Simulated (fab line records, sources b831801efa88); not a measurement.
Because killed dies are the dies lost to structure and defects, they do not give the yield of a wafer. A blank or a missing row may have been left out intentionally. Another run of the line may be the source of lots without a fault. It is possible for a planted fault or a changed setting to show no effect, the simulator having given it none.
What tool caused it? | flow gf180mcu | Sampling: 14 lots, 40 wafers, 3 of 602 route steps

## WHAT THE GAUGES READ, wafer by wafer
GF_POLY_GATE_THK_MEAS_17.
lot  | measured     | on            | POLY_GATE_OXIDATION_THK (nm)
L810 | day 9 02:53  | film metro-03 | 4.04 4.01 3.98
L812 | day 9 17:03  | film metro-02 | 4.02 3.92 4.01
L817 | day 11 06:47 | film metro-03 | 3.97 4.02
L818 | day 11 12:14 | film metro-03 | 4.05 4.03
L823 | day 13 01:53 | film metro-04 | 4.03 3.97 3.99
L824 | day 13 05:49 | film metro-02 | 3.99 4.02 3.88
L826 | day 14 09:33 | film metro-02 | 4.01 4.04 4.03
L827 | day 14 13:20 | film metro-02 | 3.97 4.14 4.07
L828 | day 14 18:29 | film metro-02 | 4.12 4.06 4.08
L829 | day 15 05:44 | film metro-04 | 4.15 4.18 4.12
L830 | day 15 12:08 | film metro-02 | 4.00 3.84 3.92
L831 | day 15 18:26 | film metro-02 | 4.00 3.96 3.95
L832 | day 15 22:44 | film metro-03 | 4.00 4.07 4.10
L833 | day 16 09:10 | film metro-03 | 3.99 4.00 4.00

GF_HV_LDD_TW_MEAS_11.
lot  | measured     | on            | HV_LDD_TW
L810 | day 9 20:31  | film metro-04 | 2422 2428 2420
L812 | day 10 10:44 | film metro-03 | 2352 2347 2356
L817 | day 12 01:38 | film metro-03 | 2353 2350
L818 | day 12 07:33 | film metro-01 | 2391 2417
L823 | day 13 22:52 | film metro-04 | 2434 2421 2424
L824 | day 14 02:37 | film metro-03 | 2354 2361 2353
L826 | day 15 07:17 | film metro-01 | 2413 2405 2415
L827 | day 15 11:16 | film metro-01 | 2407 2401 2402
L828 | day 15 16:48 | film metro-03 | 2359 2371 2359
L829 | day 16 03:58 | film metro-01 | 2405 2382 2394
L830 | day 16 10:47 | film metro-04 | 2420 2435 2428
L831 | day 16 16:58 | film metro-01 | 2402 2388 2406
L832 | day 16 21:30 | film metro-03 | 2342 2341 2344
L833 | day 17 07:37 | film metro-01 | 2417 2419 2432

GF_HV_LDD_CD_MEAS_19: the cd target is 400 nm.
lot  | measured     | on        | cd nm (nm)
L810 | day 10 14:14 | cd sem-01 | 401.0 400.8 400.4
L812 | day 11 04:33 | cd sem-01 | 403.2 404.1 404.0
L817 | day 12 20:55 | cd sem-02 | 403.6 402.7
L818 | day 13 03:12 | cd sem-02 | 399.1 397.2
L823 | day 14 19:01 | cd sem-01 | 400.7 400.9 400.3
L824 | day 14 23:11 | cd sem-01 | 403.2 404.3 402.7
L826 | day 16 04:46 | cd sem-01 | 399.1 403.0 397.9
L827 | day 16 08:50 | cd sem-02 | 399.6 397.9 398.8
L828 | day 16 14:35 | cd sem-02 | 401.6 401.8 400.9
L829 | day 17 02:32 | cd sem-01 | 397.0 396.6 396.9
L830 | day 17 09:31 | cd sem-02 | 400.0 401.1 399.9
L831 | day 17 15:01 | cd sem-01 | 402.8 401.2 403.4
L832 | day 17 19:51 | cd sem-01 | 403.2 402.5 403.0
L833 | day 18 06:56 | cd sem-02 | 399.5 399.6 400.0

## WHICH TOOL RAN EACH LOT (tool, then ch and the chambers of the sampled wafers, then the start)
No process step before these readings appears in the record.

## WHAT THE TOOLS THEMSELVES READ (means of the sampled wafers that have a number; where no wafer has one, the mark that the record gives instead)
The record holds no such reading with a usual standard deviation.

## THE ANSWER, worked out from the rows above alone
Rule: the lots themselves supply what counts as usual. Put in order of their means at a reading, lots are off if they are a third of the lots or fewer, leave a main group of 4 or more, and stand apart from it by a gap of 3 or more times the standard deviation of the main group's means; of several such gaps the widest counts. The tables above print the reading to a certain number of digits; a main group whose means all agree to those digits is not used. A lot without any number at a reading at which 4 lots or more have one is off too. All remaining lots with rows at the step are treated as sound. Order of review: gauges by route order, followed by the tools' own readings, for which a lot's mean as printed above is used. At the first step where some lot is off, the reading lying furthest off is the one used; lots without a number count as furthest.
No lot is off at any reading shown: from this, nothing can be told.

## WHAT HAD BEEN PUT IN BY THE SIMULATOR
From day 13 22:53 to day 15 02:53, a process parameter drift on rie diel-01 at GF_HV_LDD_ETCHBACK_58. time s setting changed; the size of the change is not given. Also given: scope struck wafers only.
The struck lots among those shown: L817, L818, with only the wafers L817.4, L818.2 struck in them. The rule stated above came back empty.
